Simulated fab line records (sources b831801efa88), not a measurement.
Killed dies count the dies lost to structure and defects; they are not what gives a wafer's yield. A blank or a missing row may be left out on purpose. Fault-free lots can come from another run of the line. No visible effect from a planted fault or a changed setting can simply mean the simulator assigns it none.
A lot that was struck, set against a sound lot + flow sky130 + 23 steps out of a route of 708
Sound: wafers L571.2, L571.3, L571.4. Wafers L586.1, L586.3, L586.5 were the ones struck. The cause comes at the end.
Per side, at each step with rows, come the tool, then ch with its chambers, and then its first start. Under that, the readings that differ: sound wafers + struck wafers + difference of the means + sigmas: that difference in standard deviations of wafers without a fault.
alike: words and numbers the same on both sides, and readings whose means are apart by under 2 such deviations; not compared: readings that were withheld, readings missing a value for some wafer, numbers with overlapping values and no deviation given by the record, and bounds like >300 which may hide the same value.
Wherever a step has rows on one side only, a row that says differs or no value, or a row with sigmas, the two part there. When numbers do not overlap yet have no deviation, they are printed without sigmas and do not part them. A reading that every wafer of one side lacks parts them only if that side has two wafers or more.

first, 1 step without rows for these wafers: SKY_CONTACT_CMP_27 (polishes, stops on SiO2, t overpolish 15 s, target thk 0 nm).
SKY_METAL1_SPUTTER_00: material Ti, target thk 15 nm, time 10 s.
  sound on pvd_sputter-02 at day 34 14:56; struck on pvd_sputter-02 at day 38 13:00
  alike: throttle_valve_pct
then, 1 step without rows for these wafers: SKY_METAL1_SPUTTER_01 (material TiN, target thk 20 nm, time 16.7 s).
SKY_METAL1_SPUTTER_02: material AlCu, target thk 250 nm, time 13.3 s.
  sound on pvd_sputter-02 at day 34 14:59; struck on pvd_sputter-02 at day 38 13:03
  alike: throttle_valve_pct
SKY_METAL1_SPUTTER_03: material Ti, target thk 5 nm, time 3.3 s.
  sound on pvd_sputter-02 at day 34 15:01; struck on pvd_sputter-02 at day 38 13:05
  alike: throttle_valve_pct
SKY_METAL1_SPUTTER_04: material TiN, target thk 70 nm, time 58.3 s.
  sound on pvd_sputter-02 at day 34 15:02; struck on pvd_sputter-02 at day 38 13:05
  alike: throttle_valve_pct
SKY_METAL1_RS_MEAS_05: measures by four-point-probe.
  sound on film_metro-02 at day 34 15:06; struck on film_metro-02 at day 38 13:08
  alike: METAL1_ALCU_RS
SKY_METAL1_THK_MEAS_06: measures by xrf.
  sound on film_metro-02 at day 34 15:13; struck on film_metro-02 at day 38 13:16
  alike: METAL1_ALCU_THK
then, 4 steps without rows for these wafers: SKY_METAL1_DEHYDRATE_07 (time 60 s); SKY_METAL1_HMDS_08 (prime time 60 s); SKY_METAL1_COAT_09 (resist thk 60 nm); SKY_METAL1_COAT_10 (resist thk 450 nm).
SKY_METAL1_SOFTBAKE_11: time 90 s.
  sound on litho_track-01 ch 0, day 35 05:00; struck on litho_track-01 ch 0, day 39 02:00
| reading                                       | sound               | struck               | difference | sigmas |
|-----------------------------------------------|---------------------|----------------------|------------|--------|
| heater_power_total_W (W)                      | 57.29 57.48 57.45   | 61.12 60.78 60.76    | +3.48      | +29    |
| plate_temp_C (C)                              | 100.19 100.16 99.99 | 104.74 104.63 104.67 | +4.57      | +35    |
| model.KrF-thick_of_METAL1_COAT_10.thk_nm (nm) | 448.3 448.7 448     | 446.9 447.8 447.7    | -0.9       |        |
then, 3 steps without rows for these wafers: SKY_METAL1_EXPOSE_12 (exposes mask MM1, target cd 140 nm); SKY_METAL1_PEB_13; SKY_METAL1_DEVELOP_14 (develop time 60 s).
SKY_METAL1_CD_MEAS_15: target cd 140 nm.
  sound on cd_sem-01 at day 35 18:11; struck on cd_sem-02 at day 39 14:52
  alike: cd_nm
SKY_METAL1_OVL_MEAS_16:
  sound on overlay-01 at day 35 18:18; struck on overlay-02 at day 39 14:59
  alike: METAL1_OVL
SKY_METAL1_DESCUM_17: chemistry O2, time 8 s.
  sound on rie_metal-02 ch 1, day 35 18:20; struck on rie_metal-02 ch 0,1, day 39 15:02
| reading               | sound             | struck            | difference | sigmas |
|-----------------------|-------------------|-------------------|------------|--------|
| oes_product_au (a.u.) | 1.006 1.006 1.011 | 1.000 0.976 0.991 | -0.019     | -2     |
  alike: drypump_motor_current_A
  not compared: rf_hours_counter_h, model.METAL1.cd_nm
SKY_METAL1_ETCH_18: etches BARC in N2/H2, stops on SiO2, time 45.9 s, target depth 60 nm.
  sound on rie_metal-02 ch 1, day 35 18:25; struck on rie_metal-02 ch 0,1, day 39 15:04
  alike: drypump_motor_current_A, oes_product_au, throttle_valve_pct
  not compared: rf_hours_counter_h, model.KrF-thick_of_METAL1_COAT_10.thk_nm
SKY_METAL1_METAL_ETCH_19: etches the open film in Cl2/BCl3, stops on SiO2, target depth 360 nm, time 78 s.
  sound on rie_metal-02 ch 1, day 35 18:33; struck on rie_metal-02 ch 0,1, day 39 15:07
  alike: bcl3_flow_sccm, drypump_motor_current_A, oes_product_au, throttle_valve_pct
  not compared: rf_hours_counter_h, model.METAL1.cd_nm
SKY_METAL1_STRIP_20: strips in O2/N2.
  sound on plasma_asher-01 ch 0,1, day 35 18:42; struck on plasma_asher-03 ch 0,1, day 39 15:13
  alike: drypump_motor_current_A, o2_flow_sccm, oes_product_au, strip_time_to_endpoint_s
  not compared: rf_hours_counter_h
SKY_PAD_OPEN_PROBE_99:
  the record has rows for the sound wafers here (prober-01, day 48 02:08) and none for the struck ones

WHERE THEY PART
Last at SKY_PAD_OPEN_PROBE_99 as far as this record goes, first at SKY_METAL1_SOFTBAKE_11.

WHY: whatever the simulator had introduced
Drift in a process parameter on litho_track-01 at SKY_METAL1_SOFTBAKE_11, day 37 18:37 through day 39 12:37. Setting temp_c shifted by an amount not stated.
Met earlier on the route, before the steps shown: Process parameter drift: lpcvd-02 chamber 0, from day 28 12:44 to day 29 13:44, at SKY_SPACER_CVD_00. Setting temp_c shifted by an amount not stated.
